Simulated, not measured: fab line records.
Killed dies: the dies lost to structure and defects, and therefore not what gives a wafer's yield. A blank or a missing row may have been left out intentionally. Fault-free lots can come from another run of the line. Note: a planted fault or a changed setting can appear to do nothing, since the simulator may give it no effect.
fab line records | flow sky130
record: lots: 6 wafers: 18 last-day: 50
route steps=708 shown LI_CONTACT@375 LOCAL_INTERCONNECT@387 PAD_OPEN@708
lots that met no fault: from a run of the same line without faults
start-h: start of the lot's first displayed wafer, in hours after the record's first day | wait-h: how many hours have passed since the lot's step before this one | " the same as in the row above | L1.1+2: several wafers, shown together as one row | - no value, or no start was given | * or withheld: withheld | < > ~ a bound
route shown NAME@n: a module of which the file shows steps, and the number in the route of the first | usual: mean and standard deviation over wafers with no fault | same: alike in all rows | chamber/n: place in a boat | sites: readings site by site | _std_site: the standard deviation of these | _edge_site: inner sites' mean taken away from outer sites' mean | radius-mm: for every site, how far away it sits from the centre of the wafer | mask NAME#n: copy n | behind: tool/chamber where the wafer was last shaped | hold: the reason the lot was held/the length of the hold in hours/how it ended | device: which transistor (n, p or np) failed to switch | end of line: the tests these same wafers got at the end of their route | a step without rows: its recipe alone | killed: count of dies lost to structure and defects at first sort (not the wafer's yield) | map: per-die view of a wafer (x killed, . not killed, _ where there is no die)
set.NAME: setting as actually run; set.NAME@STEP: the setting as run at that earlier step | model.NAME: the simulator's own value behind a step, which no gauge read
lots seen at some steps along the route; tables by step, rows by wafer
services: a tool's chamber out of use, with start hour (start-h, from the record's first day; less than 0 if before it), hours out, and reason
== steps ==
step: SKY_LI_CONTACT_OVL_MEAS_13
usual: LI_CONTACT_OVL: 0/5.6
columns lot.wafer tool chamber start-h wait-h LI_CONTACT_OVL[nm]
L968.2 overlay-02 - 674.81 0.1 7
L968.4 " - " " -3
L968.6 " - " " -1
L972.2 overlay-01 - 705.34 0.1 11
L972.3 " - " " 2
L972.4 " - " " 16
L973.1 overlay-02 - 725.65 0.1 2
L973.2 " - " " -7
L973.6 " - " " -4
L984.1 overlay-01 - 809.50 0.1 0
L984.3 " - " " 3
L984.5 " - " " 3
L983.2 overlay-01 - 811.39 0.1 -6
L983.3 " - " " -2
L983.5 " - " " -1
L988.1 overlay-01 - 847.10 0.1 5
L988.4 " - " " 11
L988.6 " - " " 5
step: SKY_LI_CONTACT_ETCH_14
recipe: chemistry: N2/H2 target: BARC ion-energy-ev: 200 source-w: 500 bias-w: 100 pressure-mtorr: 30 n2-flow-sccm: 100 h2-flow-sccm: 200 stop-on: SiO2 time-s: 45.9 target-depth-a: 600
usual: drypump-motor-current-A: 5.7/0.33 oes-product-au: 0.855/0.005 throttle-valve-pct: 13.225/0.0091
columns lot.wafer tool chamber start-h wait-h drypump-motor-current-A oes-product-au rf-hours-counter-h throttle-valve-pct
L968.2 rie-diel-04 1 674.84 0.0 5.4 0.857 3 13.216
L968.4 " 0 " " 6.2 0.858 14 13.220
L968.6 " 2 " " 5.5 0.864 - 13.212
L972.2 rie-diel-04 0 705.37 0.0 6.2 0.854 14 13.226
L972.3 " 1 " " 5.5 0.855 3 13.240
L972.4 " 3 " " 5.5 0.850 14 13.229
L973.1 rie-diel-04 2 725.69 0.0 5.5 0.856 2 13.226
L973.2 " 3 " " 5.4 0.851 14 13.197
L973.6 " 2 " " 5.5 0.854 - 13.229
L984.1 rie-diel-02 2 809.54 0.0 5.7 0.860 22 13.233
L984.3 " 1 " " 5.8 0.851 12 13.235
L984.5 " 3 " " 6.2 0.851 - 13.212
L983.2 rie-diel-02 0 811.42 0.0 6.0 0.848 23 13.223
L983.3 " 2 " " 5.7 0.859 22 13.223
L983.5 " 0 " " 6.0 0.856 - 13.221
L988.1 rie-diel-02 3 847.14 0.0 6.2 0.865 21 13.216
L988.4 " 1 " " 5.7 0.856 14 13.225
L988.6 " 2 " " 5.7 0.865 - 13.230
step: SKY_LI_CONTACT_ETCH_15
recipe: target: PSG chemistry: C4F8/O2/Ar stop-on: Si taper-deg: 4.15 mask-material: KrF-thick source-w: 1500 bias-w: 1200 pressure-mtorr: 40 c4f8-flow-sccm: withheld O2_flow_sccm: 6 Ar_flow_sccm: 300 time-s: withheld target-depth-a: 6000
step: SKY_LI_CONTACT_STRIP_16
recipe: chemistry: O2/N2 power-w: 1400 pressure-mtorr: 1500 platen-temp-c: withheld o2-flow-sccm: 3000 n2-flow-sccm: 300 overash-fraction: 0.5
step: SKY_LI_CONTACT_CLEAN_17
recipe: chemistry: NMP time-s: 600 temp-c: 60 dry: n2-spin
step: SKY_LI_CONTACT_PRE_CLEAN_18
recipe: gas: Ar time-s: 5.6 bias-v: 358
step: SKY_LI_CONTACT_SPUTTER_19
recipe: material: Ti target-thk-nm: 20 chamber-pressure-pa: 5 power-w: 2500 substrate-temp-c: 200 time-s: 106.37
usual: cathode-dc-power-W: 2500.0/0.41 chamber-pressure-pa: 5.000/0.011 throttle-valve-pct: 29.8/1
columns lot.wafer tool chamber start-h wait-h cathode-dc-power-W chamber-pressure-pa throttle-valve-pct
L968.2 pvd-sputter-04 - 675.26 0.0 2500.5 4.980 29.1
L968.4 " - " " 2499.7 4.990 30.1
L968.6 " - " " 2500.4 4.995 29.9
L972.2 pvd-sputter-03 - 705.79 0.0 2500.6 5.003 31.0
L972.3 " - " " 2500.0 4.997 30.4
L972.4 " - " " 2499.9 4.984 29.9
L973.1 pvd-sputter-04 - 726.13 0.0 2499.7 5.007 31.3
L973.2 " - " " 2499.5 4.989 28.9
L973.6 " - " " 2499.7 4.991 28.9
L984.1 pvd-sputter-03 - 809.96 0.0 2500.4 5.014 30.3
L984.3 " - " " 2499.8 4.994 31.0
L984.5 " - " " 2499.4 5.007 30.1
L983.2 pvd-sputter-01 - 811.85 0.0 2500.1 4.978 28.5
L983.3 " - " " 2498.6 4.994 28.3
L983.5 " - " " 2500.5 4.997 28.5
L988.1 pvd-sputter-04 - 847.57 0.0 2500.7 4.990 31.1
L988.4 " - " " 2500.5 5.000 30.0
L988.6 " - " " 2499.8 4.990 31.4
step: SKY_LI_CONTACT_SPUTTER_20
recipe: material: TiN target-thk-nm: 20 chamber-pressure-pa: 5 power-w: 4000 time-s: 80
usual: cathode-dc-power-W: 3999.9/0.69 chamber-pressure-pa: 5.001/0.0097 throttle-valve-pct: 29.8/0.98
columns lot.wafer tool chamber start-h wait-h cathode-dc-power-W chamber-pressure-pa throttle-valve-pct
L968.2 pvd-sputter-04 - 675.34 0.0 4000.0 4.998 29.1
L968.4 " - " " 3999.6 5.012 29.9
L968.6 " - " " 4001.1 4.987 30.0
L972.2 pvd-sputter-03 - 705.87 0.0 4001.6 5.008 30.8
L972.3 " - " " 4000.0 5.000 30.1
L972.4 " - " " 4001.2 5.001 29.9
L973.1 pvd-sputter-04 - 726.20 0.0 4000.6 4.989 31.3
L973.2 " - " " 3999.1 5.012 28.8
L973.6 " - " " 4000.8 5.009 29.0
L984.1 pvd-sputter-03 - 810.04 0.0 4000.0 5.010 30.2
L984.3 " - " " 4000.1 5.005 30.6
L984.5 " - " " 3999.7 5.013 30.0
L983.2 pvd-sputter-01 - 811.92 0.0 4000.2 4.985 28.7
L983.3 " - " " 3999.9 5.002 28.6
L983.5 " - " " 4000.6 4.998 28.5
L988.1 pvd-sputter-04 - 847.65 0.0 4000.1 5.004 31.1
L988.4 " - " " 3998.1 4.988 29.7
L988.6 " - " " 4000.2 4.989 31.1
step: SKY_LI_CONTACT_CVD_21
recipe: material: W target-thk-nm: 400 time-s: 120.56 temp-c: 400 pressure-torr: 40
usual: heater-power-w: 862/93
columns lot.wafer tool chamber start-h wait-h heater-power-w
L968.2 cvd-w-01 0 675.40 0.0 870
L968.4 " 0 " " 849
L968.6 " 0 " " 839
L972.2 cvd-w-02 0 705.93 0.0 748
L972.3 " 1 " " 740
L972.4 " 0 " " 759
L973.1 cvd-w-01 0 726.27 0.0 851
L973.2 " 1 " " 994
L973.6 " 0 " " 866
L984.1 cvd-w-02 1 810.10 0.0 758
L984.3 " 1 " " 739
L984.5 " 1 " " 763
L983.2 cvd-w-01 0 811.98 0.0 868
L983.3 " 0 " " 872
L983.5 " 1 " " 1007
L988.1 cvd-w-02 1 847.71 0.0 778
L988.4 " 1 " " 764
L988.6 " 1 " " 759
step: SKY_LI_CONTACT_RS_MEAS_22
recipe: thk-meas-gauge: four-point-probe reads: W_of_LI_CONTACT_CVD_21+TiN_of_LI_CONTACT_SPUTTER_20+Ti_of_LI_CONTACT_SPUTTER_19
usual: LI_CONTACT_W_RS: 0.2861/0.0027
columns lot.wafer tool chamber start-h wait-h LI_CONTACT_W_RS[ohm/sq]
L968.2 film-metro-02 - 675.54 0.1 0.2847
L968.4 " - " " 0.2823
L968.6 " - " " 0.2807
L972.2 film-metro-01 - 706.08 0.1 0.2888
L972.3 " - " " 0.2884
L972.4 " - " " 0.2870
L973.1 film-metro-02 - 726.39 0.1 0.2849
L973.2 " - " " 0.2846
L973.6 " - " " 0.2878
L984.1 film-metro-02 - 810.35 0.2 0.2859
L984.3 " - " " 0.2873
L984.5 " - " " 0.2839
L983.2 film-metro-01 - 812.13 0.1 0.2871
L983.3 " - " " 0.2826
L983.5 " - " " 0.2813
L988.1 film-metro-02 - 847.83 0.1 0.2893
L988.4 " - " " 0.2845
L988.6 " - " " 0.2873
step: SKY_LI_CONTACT_THK_MEAS_23
recipe: thk-meas-gauge: xrf reads: W_of_LI_CONTACT_CVD_21
usual: LI_CONTACT_W_THK: 391/4.8
columns lot.wafer tool chamber start-h wait-h LI_CONTACT_W_THK[nm]
L968.2 film-metro-02 - 675.65 0.1 391
L968.4 " - " " 397
L968.6 " - " " 396
L972.2 film-metro-01 - 706.19 0.1 385
L972.3 " - " " 386
L972.4 " - " " 385
L973.1 film-metro-02 - 726.51 0.1 391
L973.2 " - " " 389
L973.6 " - " " 387
L984.1 film-metro-02 - 810.47 0.1 393
L984.3 " - " " 390
L984.5 " - " " 396
L983.2 film-metro-01 - 812.24 0.1 392
L983.3 " - " " 398
L983.5 " - " " 397
L988.1 film-metro-02 - 847.95 0.1 382
L988.4 " - " " 394
L988.6 " - " " 388
step: SKY_LI_CONTACT_CMP_24
recipe: stop-on: PSG t-overpolish-s: 20 down-force-psi: 3.5 platen-rpm: 60 target-thk-nm: 0 pad-velocity-m-s: 0.94248
usual: motor-current-A: 10.5/0.85 overpolish-run-s: 20.000/0.0092 time-to-endpoint-s: 93.8/3
columns lot.wafer tool chamber start-h wait-h motor-current-A overpolish-run-s time-to-endpoint-s
L968.2 cmp-02 3 675.78 0.1 9.8 20.008 93.2
L968.4 " 0 " " 10.3 20.001 91.9
L968.6 " 0 " " 10.5 19.993 95.5
L972.2 cmp-02 1 706.24 0.0 9.4 20.002 92.9
L972.4 " 2 " " 11.8 20.005 95.3
L972.3 " 0 " " 10.7 20.005 90.4
L973.1 cmp-02 2 726.57 0.1 11.2 19.993 96.4
L973.2 " 3 " " 9.6 20.007 97.3
L973.6 " 2 " " 12.0 19.995 95.8
L984.1 cmp-01 2 810.63 0.1 10.0 19.992 95.3
L984.3 " 3 " " 10.6 20.013 92.7
L984.5 " 0 " " 10.8 19.997 95.5
L983.2 cmp-02 0 812.34 0.1 10.4 19.995 93.6
L983.3 " 1 " " 10.1 19.983 95.3
L983.5 " 0 " " 10.5 20.006 95.9
L988.1 cmp-02 1 848.11 0.1 9.9 20.021 89.8
L988.4 " 2 " " 11.9 20.005 96.5
L988.6 " 3 " " 9.7 20.012 94.5
step: SKY_LOCAL_INTERCONNECT_SPUTTER_00
recipe: material: TiN target-thk-nm: 100 temp-c: 300 power-w: 6500 time-s: 83.3 chamber-pressure-pa: 0.4
usual: cathode-dc-power-W: 6499.9/1.2 chamber-pressure-pa: 0.4000/0.00086 throttle-valve-pct: 29.6/1
columns lot.wafer tool chamber start-h wait-h cathode-dc-power-W chamber-pressure-pa throttle-valve-pct
L968.2 pvd-sputter-02 - 676.08 0.2 6500.8 0.4007 30.2
L968.4 " - " " 6497.8 0.4013 28.2
L968.6 " - " " 6499.9 0.4004 28.6
L972.2 pvd-sputter-03 - 706.54 0.2 6499.0 0.4190 29.1
L972.3 " - " " 6497.4 0.4012 30.8
L972.4 " - " " 6498.8 0.4001 29.9
L973.1 pvd-sputter-03 - 726.87 0.2 6501.1 0.3995 29.9
L973.2 " - " " 6501.7 0.3987 31.0
L973.6 " - " " 6500.0 0.4219 29.5
L984.1 pvd-sputter-01 - 810.83 0.1 6499.0 0.3996 28.5
L984.3 " - " " 6500.9 0.3996 28.7
L984.5 " - " " 6500.0 0.3990 28.4
L983.2 pvd-sputter-03 - 812.59 0.2 6500.0 0.3996 30.2
L983.3 " - " " 6497.9 0.4004 29.6
L983.5 " - " " 6502.1 0.4002 30.4
L988.1 pvd-sputter-03 - 848.31 0.1 6499.5 0.3993 30.3
L988.4 " - " " 6501.7 0.3994 29.6
L988.6 " - " " 6498.4 0.4003 29.8
step: SKY_LOCAL_INTERCONNECT_RS_MEAS_01
recipe: thk-meas-gauge: four-point-probe reads: TiN_of_LOCAL_INTERCONNECT_SPUTTER_00
usual: LOCAL_INTERCONNECT_TIN_RS: 14.12/0.13
columns lot.wafer tool chamber start-h wait-h LOCAL_INTERCONNECT_TIN_RS[ohm/sq]
L968.2 film-metro-04 - 676.16 0.1 14.23
L968.4 " - " " 13.87
L968.6 " - " " 14.19
L972.2 film-metro-02 - 706.62 0.1 14.24
L972.3 " - " " 14.08
L972.4 " - " " 14.11
L973.1 film-metro-02 - 726.93 0.0 13.92
L973.2 " - " " 13.96
L973.6 " - " " 14.13
L984.1 film-metro-04 - 810.89 0.0 14.13
L984.3 " - " " 14.12
L984.5 " - " " 14.14
L983.2 film-metro-02 - 812.67 0.1 14.48
L983.3 " - " " 14.37
L983.5 " - " " 14.43
L988.1 film-metro-04 - 848.38 0.0 14.10
L988.4 " - " " 14.17
L988.6 " - " " 14.08
step: SKY_PAD_OPEN_PROBE_99
usual: killed_at_M0_to_M3: 43/6.9 killed_at_M4_up: 3.1/1.9 killed-at-contacts: 24/5.4 killed-at-front-end: 14/4.3 killed-at-other: 0.3/0.53 killed-dies: 84/9.5 killed-open: 46/6.8 killed-short: 38/6
same: gross-dies: 492 killed-at-back-side: 0
columns lot.wafer tool chamber start-h wait-h killed_at_M0_to_M3 killed_at_M4_up killed-at-contacts killed-at-front-end killed-at-other killed-dies killed-open killed-short
L968.2 prober-02 - 1076.01 0.1 43 2 20 18 0 83 47 36
L968.4 prober-02 - 1076.11 0.2 56 4 20 12 0 92 47 45
L968.6 prober-02 - 1076.21 0.2 50 3 24 20 0 97 45 52
L972.2 prober-01 - 1099.35 0.1 46 4 31 18 0 99 50 48
L972.3 prober-01 - 1099.40 0.2 35 0 21 15 1 72 43 29
L972.4 prober-01 - 1099.45 0.2 46 2 19 11 0 78 50 28
L973.1 prober-02 - 1111.35 0.1 30 4 34 21 0 89 46 43
L973.2 prober-02 - 1111.40 0.1 49 2 21 21 0 93 45 48
L973.6 prober-02 - 1111.60 0.2 50 6 31 4 0 91 51 40
L984.1 prober-02 - 1168.81 0.1 33 5 25 14 0 77 36 41
L984.3 prober-02 - 1168.91 0.2 40 3 23 12 0 78 50 28
L984.5 prober-02 - 1169.01 0.2 42 1 26 6 0 75 50 25
L983.2 prober-02 - 1172.51 0.1 41 3 13 10 0 67 31 36
L983.3 prober-02 - 1172.56 0.2 32 2 26 7 1 68 43 25
L983.5 prober-02 - 1172.66 0.2 43 4 32 25 0 104 53 50
L988.1 prober-01 - 1197.91 0.1 44 2 30 10 1 87 51 36
L988.4 prober-01 - 1198.06 0.2 45 7 29 4 1 86 55 30
L988.6 prober-01 - 1198.16 0.2 41 2 15 10 2 70 34 34
killed by level:class
L968.2 CONTACT:geometric-particle:open=9 VIA1:geometric-particle:open=9 CONTACT:geometric-particle:short=6 METAL1:geometric-particle:short=6 VIA2:geometric-particle:open=6 VIA1:geometric-particle:short=4 FIELD_ISO:geometric-particle:open=4 POLY_GATE:geometric-particle:open=4
L968.4 VIA1:geometric-particle:open=12 VIA2:geometric-particle:open=8 VIA2:geometric-particle:short=8 METAL1:geometric-particle:short=7 CONTACT:geometric-particle:open=6 VIA1:geometric-particle:short=6 LI_CONTACT:geometric-particle:open=4 VIA3:geometric-particle:open=4
L968.6 VIA1:geometric-particle:open=14 POLY_GATE:geometric-particle:short=10 CONTACT:geometric-particle:open=9 METAL1:geometric-particle:short=9 LI_CONTACT:geometric-particle:open=7 METAL2:geometric-particle:short=7 LI_CONTACT:geometric-particle:short=5 METAL3:geometric-particle:short=5
L972.2 VIA1:geometric-particle:open=12 LI_CONTACT:geometric-particle:open=8 LOCAL_INTERCONNECT:geometric-particle:short=7 CONTACT:geometric-particle:short=7 CONTACT:geometric-particle:open=7 METAL2:geometric-particle:short=7 METAL1:geometric-particle:short=5 VIA3:geometric-particle:open=5
L972.3 VIA1:geometric-particle:open=9 LI_CONTACT:geometric-particle:open=7 CONTACT:geometric-particle:open=7 VIA3:geometric-particle:open=6 LOCAL_INTERCONNECT:geometric-particle:short=5 METAL2:geometric-particle:short=5 POLY_GATE:geometric-particle:open=4 POLY_GATE:geometric-particle:short=3
L972.4 VIA1:geometric-particle:open=11 VIA2:geometric-particle:open=11 CONTACT:geometric-particle:open=7 METAL1:geometric-particle:short=7 LI_CONTACT:geometric-particle:open=6 VIA3:geometric-particle:open=5 FIELD_ISO:geometric-particle:short=3 FIELD_ISO:geometric-particle:open=3
L973.1 CONTACT:geometric-particle:open=13 LI_CONTACT:geometric-particle:open=9 METAL2:geometric-particle:short=8 POLY_GATE:geometric-particle:open=7 FIELD_ISO:geometric-particle:short=5 LOCAL_INTERCONNECT:geometric-particle:short=5 CONTACT:geometric-particle:short=5 VIA1:geometric-particle:open=5
L973.2 METAL3:geometric-particle:short=8 VIA2:geometric-particle:open=8 FIELD_ISO:geometric-particle:open=7 CONTACT:geometric-particle:open=7 VIA3:geometric-particle:open=7 VIA1:geometric-particle:open=7 LOCAL_INTERCONNECT:geometric-particle:short=6 VIA3:geometric-particle:short=5
L973.6 CONTACT:geometric-particle:open=12 VIA1:geometric-particle:open=10 VIA3:geometric-particle:open=10 METAL2:geometric-particle:short=9 VIA2:geometric-particle:open=7 LI_CONTACT:geometric-particle:open=6 METAL4:geometric-particle:short=6 CONTACT:geometric-particle:short=5
L984.1 CONTACT:geometric-particle:open=9 LI_CONTACT:geometric-particle:open=7 POLY_GATE:geometric-particle:short=6 VIA1:geometric-particle:open=6 VIA2:geometric-particle:short=6 METAL1:geometric-particle:short=5 VIA2:geometric-particle:open=5 LOCAL_INTERCONNECT:geometric-particle:short=4
L984.3 VIA1:geometric-particle:open=14 CONTACT:geometric-particle:open=10 FIELD_ISO:geometric-particle:open=7 VIA2:geometric-particle:open=6 LI_CONTACT:geometric-particle:short=5 LI_CONTACT:geometric-particle:open=4 VIA3:geometric-particle:open=4 FIELD_ISO:geometric-particle:short=3
L984.5 VIA1:geometric-particle:open=16 LI_CONTACT:geometric-particle:open=8 CONTACT:geometric-particle:open=8 VIA3:geometric-particle:open=6 VIA2:geometric-particle:open=6 CONTACT:geometric-particle:short=4 LI_CONTACT:geometric-particle:short=3 METAL1:geometric-particle:short=3
L983.2 VIA1:geometric-particle:short=10 VIA3:geometric-particle:open=7 VIA1:geometric-particle:open=7 METAL2:geometric-particle:short=5 LI_CONTACT:geometric-particle:short=5 FIELD_ISO:geometric-particle:short=4 METAL1:geometric-particle:short=4 CONTACT:geometric-particle:open=4
L983.3 VIA1:geometric-particle:open=11 LI_CONTACT:geometric-particle:open=8 CONTACT:geometric-particle:open=8 VIA2:geometric-particle:open=6 LOCAL_INTERCONNECT:geometric-particle:short=4 METAL1:geometric-particle:short=4 VIA3:geometric-particle:open=3 FIELD_ISO:geometric-particle:open=2
L983.5 VIA1:geometric-particle:open=15 FIELD_ISO:geometric-particle:short=11 CONTACT:geometric-particle:open=11 CONTACT:geometric-particle:short=8 FIELD_ISO:geometric-particle:open=7 VIA1:geometric-particle:short=7 LI_CONTACT:geometric-particle:open=6 VIA2:geometric-particle:open=5
L988.1 VIA1:geometric-particle:open=17 CONTACT:geometric-particle:open=11 LI_CONTACT:geometric-particle:open=10 LI_CONTACT:geometric-particle:short=4 VIA1:geometric-particle:short=4 METAL2:geometric-particle:short=4 VIA2:geometric-particle:open=4 FIELD_ISO:geometric-particle:short=3
L988.4 CONTACT:geometric-particle:open=11 LI_CONTACT:geometric-particle:open=9 VIA1:geometric-particle:open=9 VIA2:geometric-particle:open=8 VIA3:geometric-particle:open=6 CONTACT:geometric-particle:short=5 VIA1:geometric-particle:short=5 METAL4:geometric-particle:open=5
L988.6 VIA1:geometric-particle:open=11 METAL2:geometric-particle:short=11 CONTACT:geometric-particle:open=5 LOCAL_INTERCONNECT:geometric-particle:short=4 VIA3:geometric-particle:open=4 METAL1:geometric-particle:short=4 VIA2:geometric-particle:open=4 FIELD_ISO:geometric-particle:short=3
== services ==
columns tool chamber start-h hours kind
cmp-01 - 656.63 0.3 repair
rie-diel-02 - 678.25 14.6 pm
cmp-01 - 687.96 1.8 repair
pvd-sputter-04 - 693.80 19.7 repair
rie-diel-02 2 696.46 4.6 repair
rie-diel-02 1 700.66 4.5 repair
rie-diel-02 - 702.75 14.8 repair
pvd-sputter-01 - 705.43 4.2 repair
cmp-02 - 716.57 3.1 repair
cmp-01 - 725.97 4.4 pm
cmp-02 - 744.00 4.0 pm
cmp-02 - 746.97 0.7 repair
cmp-02 - 748.00 - consumable-replace:conditioner
cmp-02 - 748.00 - consumable-replace:pad
cvd-w-02 1 801.79 4.6 repair
cvd-w-02 0 803.05 8.2 repair
cmp-01 - 804.41 1.6 repair
rie-diel-02 1 810.51 3.6 repair
cmp-02 - 820.18 0.4 repair
rie-diel-04 3 821.35 2.6 repair
pvd-sputter-04 - 827.77 0.7 repair
== key ==
first-sign: step: SKY_LOCAL_INTERCONNECT_SPUTTER_00 reading: chamber-pressure-pa direction: up sigmas: 24 usual: 0.4000 struck: 0.4204
effect none on later readings
met-at SKY_LOCAL_INTERCONNECT_SPUTTER_00
struck-wafers L972.2,L973.6
tester-left-out L972,L973
fault: kind: process-parameter-drift tool: pvd-sputter-03 chamber: - onset-h: 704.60 steps: SKY_LOCAL_INTERCONNECT_SPUTTER_00 channel: chamber-pressure-pa offset: 0.020228 shape: step end-h: 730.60 acts-in: these-recipes-only stated: 0.4 scope: struck-wafers-only
tester-left-out: of these lots the tester's yield and bins aren't shown, on N5 and GAA mostly nor the transistor test; their killed dies are dies lost to structure and defects alone, not to doping, threshold or leakage, so they don't give the yield
